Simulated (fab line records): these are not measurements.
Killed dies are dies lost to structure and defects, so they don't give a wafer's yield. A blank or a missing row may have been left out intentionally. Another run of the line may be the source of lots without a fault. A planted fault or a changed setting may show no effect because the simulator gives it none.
Lot-split experiment / flow sky130 / 5 lots, 23 wafers read, on a route of 708 steps

== ABOUT THE SPLIT ==
At SKY_CAPM_SPUTTER_02 (material TiN, target thk 200 nm, time 166.7 s), the setting timeS was moved away from the recipe's 166.7 s on 8 of the 23 wafers read, by -6.6% to +11.3%. This setting was run at the recipe's value on the other wafers.

== FROM THE SPLIT TO THE READING: what the file shows between them, 5 steps ==
- SKY_CAPM_RS_MEAS_03: measures by four-point-probe
- SKY_CAPM_THK_MEAS_04: measures by xrf
- SKY_CAPM_DEHYDRATE_05: time 60 s
- SKY_CAPM_HMDS_06: prime time 60 s
- SKY_CAPM_DEVELOP_11: develop time 60 s

== THE READING ==
oesProductAu, in a.u., at SKY_CAPM_METAL_ETCH_13 (etches TiN in Cl2/BCl3, stops on SiO2, target depth 220 nm, time 62.9 s). A value of 0.941 a.u. with a standard deviation of 0.0072 a.u. is what fault-free wafers of this fab line usually give.

wafer=L076.2; tool, chamber at the split=pvdSputter-01, -; timeS as run, s=166.7; against the recipe=recipe; oesProductAu, a.u.=0.934; against lot-mates on the recipe=-
wafer=L076.3; tool, chamber at the split=pvdSputter-01, -; timeS as run, s=155.7; against the recipe=-6.6%; oesProductAu, a.u.=0.894; against lot-mates on the recipe=-0.048
wafer=L076.4; tool, chamber at the split=pvdSputter-01, -; timeS as run, s=155.7; against the recipe=-6.6%; oesProductAu, a.u.=0.925; against lot-mates on the recipe=-0.017
wafer=L076.5; tool, chamber at the split=pvdSputter-01, -; timeS as run, s=155.7; against the recipe=-6.6%; oesProductAu, a.u.=0.908; against lot-mates on the recipe=-0.034
wafer=L076.6; tool, chamber at the split=pvdSputter-01, -; timeS as run, s=166.7; against the recipe=recipe; oesProductAu, a.u.=0.951; against lot-mates on the recipe=-
wafer=L079.1; tool, chamber at the split=pvdSputter-02, -; timeS as run, s=183.4; against the recipe=+10.0%; oesProductAu, a.u.=0.993; against lot-mates on the recipe=+0.051
wafer=L079.2; tool, chamber at the split=pvdSputter-02, -; timeS as run, s=166.7; against the recipe=recipe; oesProductAu, a.u.=0.944; against lot-mates on the recipe=-
wafer=L079.3; tool, chamber at the split=pvdSputter-02, -; timeS as run, s=166.7; against the recipe=recipe; oesProductAu, a.u.=0.936; against lot-mates on the recipe=-
wafer=L079.4; tool, chamber at the split=pvdSputter-02, -; timeS as run, s=183.4; against the recipe=+10.0%; oesProductAu, a.u.=0.985; against lot-mates on the recipe=+0.043
wafer=L079.5; tool, chamber at the split=pvdSputter-02, -; timeS as run, s=166.7; against the recipe=recipe; oesProductAu, a.u.=0.945; against lot-mates on the recipe=-
wafer=L081.1; tool, chamber at the split=pvdSputter-02, -; timeS as run, s=166.7; against the recipe=recipe; oesProductAu, a.u.=0.937; against lot-mates on the recipe=-
wafer=L081.2; tool, chamber at the split=pvdSputter-02, -; timeS as run, s=166.7; against the recipe=recipe; oesProductAu, a.u.=0.931; against lot-mates on the recipe=-
wafer=L081.6; tool, chamber at the split=pvdSputter-02, -; timeS as run, s=166.7; against the recipe=recipe; oesProductAu, a.u.=0.932; against lot-mates on the recipe=-
wafer=L080.1; tool, chamber at the split=pvdSputter-03, -; timeS as run, s=166.7; against the recipe=recipe; oesProductAu, a.u.=0.941; against lot-mates on the recipe=-
wafer=L080.3; tool, chamber at the split=pvdSputter-03, -; timeS as run, s=166.7; against the recipe=recipe; oesProductAu, a.u.=0.937; against lot-mates on the recipe=-
wafer=L080.4; tool, chamber at the split=pvdSputter-03, -; timeS as run, s=166.7; against the recipe=recipe; oesProductAu, a.u.=0.948; against lot-mates on the recipe=-
wafer=L080.5; tool, chamber at the split=pvdSputter-03, -; timeS as run, s=166.7; against the recipe=recipe; oesProductAu, a.u.=0.938; against lot-mates on the recipe=-
wafer=L080.6; tool, chamber at the split=pvdSputter-03, -; timeS as run, s=166.7; against the recipe=recipe; oesProductAu, a.u.=0.935; against lot-mates on the recipe=-
wafer=L085.1; tool, chamber at the split=pvdSputter-02, -; timeS as run, s=166.7; against the recipe=recipe; oesProductAu, a.u.=0.950; against lot-mates on the recipe=-
wafer=L085.2; tool, chamber at the split=pvdSputter-02, -; timeS as run, s=185.5; against the recipe=+11.3%; oesProductAu, a.u.=0.986; against lot-mates on the recipe=+0.043
wafer=L085.4; tool, chamber at the split=pvdSputter-02, -; timeS as run, s=185.5; against the recipe=+11.3%; oesProductAu, a.u.=0.997; against lot-mates on the recipe=+0.054
wafer=L085.5; tool, chamber at the split=pvdSputter-02, -; timeS as run, s=166.7; against the recipe=recipe; oesProductAu, a.u.=0.936; against lot-mates on the recipe=-
wafer=L085.6; tool, chamber at the split=pvdSputter-02, -; timeS as run, s=185.5; against the recipe=+11.3%; oesProductAu, a.u.=0.990; against lot-mates on the recipe=+0.047

THE FIT
A straight line over all 23 wafers: oesProductAu changes by +0.00467 a.u. for each +1% of timeS; r = +0.96; the points scatter about the line by 0.0075 a.u.
The same after taking each lot's own level away (the mean of its wafers on the recipe; 23 wafers): +0.00458 a.u. for each +1%; r = +0.96; scatter 0.0071 a.u.
The reading moves by 0.052 a.u. for the largest change in timeS, on that fit.
The span of the lots' own levels, 0.9333 to 0.9430 a.u., comes to 1.3 times the standard deviation stated above.
The two slopes agree, so the slope changes little with the lot-to-lot level.
Check: with one of the wafers moved furthest among these (+11.3%) left out of the fit, the line predicts +0.0526 a.u. for it against its lot-mates. Against them it came out at +0.043 a.u.

== THE OTHER SPLITS THESE WAFERS WENT THROUGH ==
Other splits were also applied to these wafers ahead of the reading. Each is held against what the fit with the lots' levels taken away leaves over:
other split on the same wafers=SKY_VIA1_SPUTTER_20 powerW; wafers away from the commonest value=8; r with oesProductAu (lot level and that fit taken away)=-0.10
other split on the same wafers=SKY_METAL2_SPUTTER_01 powerW; wafers away from the commonest value=7; r with oesProductAu (lot level and that fit taken away)=+0.07
other split on the same wafers=SKY_VIA2_HDPCVD_00 timeS; wafers away from the commonest value=8; r with oesProductAu (lot level and that fit taken away)=-0.44
other split on the same wafers=SKY_VIA2_COAT_07 spinRpm; wafers away from the commonest value=8; r with oesProductAu (lot level and that fit taken away)=-0.05
other split on the same wafers=SKY_VIA2_ETCH_14 biasW; wafers away from the commonest value=6; r with oesProductAu (lot level and that fit taken away)=+0.06
other split on the same wafers=SKY_METAL3_SPUTTER_02 powerW; wafers away from the commonest value=10; r with oesProductAu (lot level and that fit taken away)=+0.19

== THE WHOLE CHAIN: every reading that the file lists as answering this split, in the file's order ==
step=SKY_CAPM_SPUTTER_02; what it does=material TiN, target thk 200 nm, time 166.7 s; reading=TiN_of_CAPM_SPUTTER_02.thkNm (the simulator's own value, which no gauge read); change (the file's fit)=+1.98 nm for each +1% of the setting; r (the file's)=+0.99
step=SKY_CAPM_RS_MEAS_03; what it does=measures by four-point-probe; reading=CAPM_TIN_RS; change (the file's fit)=-0.0648 for each +1% of the setting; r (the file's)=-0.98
step=SKY_CAPM_THK_MEAS_04; what it does=measures by xrf; reading=CAPM_TIN_THK; change (the file's fit)=+1.98 for each +1% of the setting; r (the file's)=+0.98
step=SKY_CAPM_METAL_ETCH_13; what it does=etches TiN in Cl2/BCl3, stops on SiO2, target depth 220 nm, time 62.9 s; reading=oesProductAu; change (the file's fit)=+0.00455 a.u. for each +1% of the setting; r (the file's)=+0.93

== THE FILE'S OWN FIT ==
oesProductAu changes by +0.00455 a.u. for each +1% of timeS, r = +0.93.
